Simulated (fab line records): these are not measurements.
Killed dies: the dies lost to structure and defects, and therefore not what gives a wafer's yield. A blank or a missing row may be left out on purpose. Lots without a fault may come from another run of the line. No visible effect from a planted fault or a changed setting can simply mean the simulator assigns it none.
fab line records | flow sky130 | part 2 of 2: steps 27 to 34 of 34
[record] lots = 5 wafers = 15 last_day = 50
route steps=708 shown VIA1@471 METAL2@483
lots that met no fault: taken from a fault-free run of the same line
start_h: hours from the record's first day to the start of the lot's first wafer shown | wait_h: hours since the lot's step before | " the same as in the row above | L1.1+2: a row that stands for several wafers | - either no value or no given start | * or withheld: withheld | < > ~ a bound
route shown NAME@n: names a module that has steps shown in the file, with the first one's number in the route | usual: mean/standard deviation taken from wafers without a fault | same: alike in all rows | chamber/n: place in a boat | sites: per-site readings | _std_site: standard deviation of those values | _edge_site: inner sites' mean taken away from outer sites' mean | radius_mm: for every site, how far away it sits from the centre of the wafer | mask NAME#n: copy n | behind: tool/chamber where the wafer was last shaped | hold: what put the lot on hold/how long, in hours/how the hold closed | device: the n, p or np transistor that did not switch | end of line: the route-end tests of the same wafers | where a step has no rows: the recipe by itself | killed: dies lost to structure and defects at the first sort, not the wafer's yield | map: a wafer's dies, x killed, . not, _ none there
set.NAME: the setting as run; set.NAME@STEP: as run at that earlier step | model.NAME: the simulator's own value behind a step, which no gauge read
a table for each step, a row for each wafer; lots at some steps of the route
services: from which hour (start_h, from the record's first day; less than 0 if before it) a tool's chamber was out of use, for how many hours, and why
[[steps]]
[step SKY_METAL2_DEVELOP_14]
[recipe] develop_time_s = 60 resist = KrF-thick dev_temp_c = 21
[usual] chill_plate_temp_C = 22.99/0.11
// columns lot.wafer tool chamber start_h wait_h chill_plate_temp_C
L074.2 litho_track-03 0 - - 22.98
L074.4 " 0 " " 22.86
L074.6 " 0 " " 23.13
L080.1 litho_track-03 0 - - 22.90
L080.2 " 0 " " 23.02
L080.5 " 0 " " 22.90
L081.1 litho_track-03 0 - - 22.86
L081.4 " 0 " " 23.04
L081.6 " 0 " " 23.08
L094.2 litho_track-01 0 - - 22.90
L094.3 " 0 " " 22.91
L094.6 " 0 " " 22.88
L095.1 litho_track-03 0 - - 23.21
L095.4 " 0 " " 22.95
L095.6 " 0 " " 23.15
[step SKY_METAL2_CD_MEAS_15]
[recipe] target_cd_nm = 140
[usual] cd_nm = 139.5/1.6
// columns lot.wafer tool chamber start_h wait_h cd_nm
L074.2 cd_sem-02 - 824.35 - 138.6
L074.4 " - " " 139.9
L074.6 " - " " 140.7
L080.1 cd_sem-02 - 863.43 - 136.7
L080.2 " - " " 138.2
L080.5 " - " " 137.7
L081.1 cd_sem-02 - 879.38 - 139.7
L081.4 " - " " 142.4
L081.6 " - " " 141.2
L094.2 cd_sem-01 - 967.13 - 138.7
L094.3 " - " " 137.4
L094.6 " - " " 137.1
L095.1 cd_sem-01 - 971.08 - 138.4
L095.4 " - " " 139.8
L095.6 " - " " 139.1
[step SKY_METAL2_OVL_MEAS_16]
[usual] METAL2_OVL = -3/5.1
// columns lot.wafer tool chamber start_h wait_h METAL2_OVL[nm]
L074.2 overlay-02 - 824.46 0.1 -4
L074.4 " - " " -6
L074.6 " - " " -2
L080.1 overlay-02 - 863.55 0.1 0
L080.2 " - " " 5
L080.5 " - " " -4
L081.1 overlay-02 - 879.50 0.1 -10
L081.4 " - " " -4
L081.6 " - " " -4
L094.2 overlay-02 - 967.23 0.1 1
L094.3 " - " " -10
L094.6 " - " " -6
L095.1 overlay-01 - 971.20 0.1 -12
L095.4 " - " " -8
L095.6 " - " " -6
[step SKY_METAL2_DESCUM_17]
[recipe] chemistry = O2 source_power_w = 150 bias_power_w = 0 pressure_mtorr = 10 temp_c = 40 time_s = 8
[usual] drypump_motor_current_A = 5.5/0.51 oes_product_au = 1.002/0.0098
// columns lot.wafer tool chamber start_h wait_h drypump_motor_current_A oes_product_au rf_hours_counter_h
L074.2 rie_metal-04 1 824.49 0.0 6.3 0.997 0
L074.4 " 1 " " 6.3 0.996 -
L074.6 " 1 " " 6.3 1.001 -
L080.1 rie_metal-04 1 863.59 0.0 6.3 1.008 2
L080.2 " 0 " " 5.2 1.017 13
L080.5 " 1 " " 6.3 1.001 -
L081.1 rie_metal-04 1 879.54 0.0 6.3 1.009 3
L081.4 " 0 " " 5.2 1.018 -
L081.6 " 1 " " 6.3 1.004 -
L094.2 rie_metal-04 1 967.26 0.0 6.3 1.008 7
L094.3 " 1 " " 6.3 0.989 -
L094.6 " 1 " " 6.3 1.011 -
L095.1 rie_metal-02 0 971.24 0.0 5.2 1.001 5
L095.4 " 0 " " 5.2 0.992 -
L095.6 " 1 " " 4.8 1.013 -
[step SKY_METAL2_ETCH_18]
[recipe] chemistry = N2/H2 target = BARC ion_energy_ev = 200 bias_w = 100 pressure_mtorr = 30 n2_flow_sccm = 100 h2_flow_sccm = 200 icp_w = 500 stop_on = SiO2 time_s = 45.9 target_depth_a = 600
[usual] drypump_motor_current_A = 5.5/0.5 oes_product_au = 0.855/0.005 throttle_valve_pct = 13.225/0.0095
// columns lot.wafer tool chamber start_h wait_h drypump_motor_current_A oes_product_au rf_hours_counter_h throttle_valve_pct
L074.2 rie_metal-04 1 824.52 0.0 6.3 0.853 0 13.217
L074.4 " 1 " " 6.3 0.841 - 13.230
L074.6 " 1 " " 6.3 0.857 - 13.224
L080.1 rie_metal-04 1 863.62 0.0 6.3 0.849 2 13.223
L080.2 " 0 " " 5.2 0.856 13 13.222
L080.5 " 1 " " 6.3 0.864 - 13.235
L081.1 rie_metal-04 1 879.57 0.0 6.3 0.854 3 13.219
L081.4 " 0 " " 5.2 0.860 - 13.229
L081.6 " 1 " " 6.3 0.853 - 13.237
L094.2 rie_metal-04 1 967.29 0.0 6.3 0.854 7 13.217
L094.3 " 1 " " 6.3 0.852 - 13.217
L094.6 " 1 " " 6.3 0.857 - 13.225
L095.1 rie_metal-02 0 971.27 0.0 5.2 0.850 5 13.225
L095.4 " 0 " " 5.2 0.854 - 13.222
L095.6 " 1 " " 4.8 0.858 - 13.216
[step SKY_METAL2_METAL_ETCH_19]
[recipe] target_depth_a = 3600 stop_on = SiO2 over_etch_frac = 0.3 time_s = 78 chemistry = Cl2/BCl3 resist_sidewall_deg = 88 pressure_mtorr = 10 icp_w = 900 bias_w = 48.5 Cl2_flow_sccm = 60 bcl3_flow_sccm = 30
[usual] drypump_motor_current_A = 5.5/0.5 oes_product_au = 0.854/0.0061 throttle_valve_pct = 22.266/0.0087
// columns lot.wafer tool chamber start_h wait_h drypump_motor_current_A oes_product_au rf_hours_counter_h throttle_valve_pct
L074.2 rie_metal-04 1 824.58 0.0 6.3 0.849 0 22.268
L074.4 " 1 " " 6.3 0.836 - 22.273
L074.6 " 1 " " 6.3 0.843 - 22.267
L080.1 rie_metal-04 1 863.68 0.0 6.4 0.859 2 22.280
L080.2 " 0 " " 5.2 0.856 13 22.267
L080.5 " 1 " " 6.3 0.854 - 22.279
L081.1 rie_metal-04 1 879.63 0.0 6.4 0.844 3 22.260
L081.4 " 0 " " 5.2 0.853 - 22.265
L081.6 " 1 " " 6.4 0.854 - 22.273
L094.2 rie_metal-04 1 967.36 0.0 6.3 0.859 7 22.269
L094.3 " 1 " " 6.3 0.855 - 22.258
L094.6 " 1 " " 6.3 0.857 - 22.273
L095.1 rie_metal-02 0 971.33 0.0 5.2 0.856 5 22.262
L095.4 " 0 " " 5.2 0.850 - 22.254
L095.6 " 1 " " 4.8 0.854 - 22.255
[step SKY_METAL2_STRIP_20]
[recipe] chemistry = O2/N2 power_w = 1400 pressure_mtorr = 1500 platen_temp_c = withheld o2_flow_sccm = 3000 n2_flow_sccm = 300 overash_fraction = 0.5
[usual] drypump_motor_current_A = 6.1/0.43 oes_product_au = 0.343/0.0052 strip_time_to_endpoint_s = 2.69/0.048
// columns lot.wafer tool chamber start_h wait_h drypump_motor_current_A oes_product_au rf_hours_counter_h strip_time_to_endpoint_s
L074.2 plasma_asher-04 1 824.67 0.1 6.6 0.344 38 2.72
L074.4 " 0 " " 6.4 0.339 - 2.73
L074.6 " 1 " " 6.6 0.340 - 2.70
L080.1 plasma_asher-01 0 863.77 0.1 6.3 0.342 12 2.70
L080.2 " 1 " " 5.4 0.336 12 2.66
L080.5 " 1 " " 5.4 0.345 - 2.67
L081.1 plasma_asher-03 0 879.72 0.1 6.0 0.341 76 2.67
L081.4 " 1 " " 6.2 0.341 - 2.60
L081.6 " 0 " " 6.1 0.338 - 2.67
L094.2 plasma_asher-01 1 967.45 0.1 5.4 0.347 22 2.73
L094.3 " 0 " " 6.3 0.349 - 2.73
L094.6 " 0 " " 6.3 0.340 - 2.69
L095.1 plasma_asher-01 0 971.42 0.1 6.3 0.341 23 2.75
L095.4 " 0 " " 6.4 0.352 - 2.77
L095.6 " 0 " " 6.3 0.343 - 2.66
[step SKY_METAL2_STRIP_21]
[recipe] chemistry = post_etch_residue_remover time_s = 1200 temp_c = 72.5
// columns lot.wafer tool chamber start_h wait_h
L074.2+4+6 wet_bench-04 2 824.77 0.1
L080.1+2+5 wet_bench-04 0 863.87 0.1
L081.1+4+6 wet_bench-01 3 879.82 0.1
L094.2+3+6 wet_bench-03 0 967.55 0.1
L095.1+4+6 wet_bench-04 3 971.52 0.1
[[services]]
// columns tool chamber start_h hours kind
wet_bench-03 - 774.97 3.8 repair
pvd_sputter-02 - 781.04 8.3 repair
rie_diel-04 3 781.32 6.6 repair
rie_metal-04 - 792.16 2.8 pm
wet_bench-02 - 792.26 4.4 pm
cmp-02 - 797.39 0.8 repair
rie_diel-04 1 802.00 3.3 repair
wet_bench-03 - 840.83 11.8 repair
cmp-02 - 843.65 5.6 pm
pvd_sputter-02 - 848.31 1.7 repair
rie_diel-04 2 855.28 1.4 repair
rie_diel-04 - 866.69 2.8 pm
cmp-02 - 878.31 2.4 repair
cmp-02 - 889.56 1.7 repair
rie_metal-04 - 890.87 1.4 pm
rie_diel-04 - 892.32 0.1 repair
pvd_sputter-01 - 897.79 44.3 repair
cmp-02 - 912.03 4.0 pm
wet_bench-03 - 914.68 1.7 repair
rie_diel-04 2 923.76 13.4 repair
cmp-02 - 953.57 1.5 repair
rie_diel-04 3 959.86 4.7 repair
pvd_sputter-03 - 964.07 7.3 repair
cmp-02 - 969.65 7.7 pm
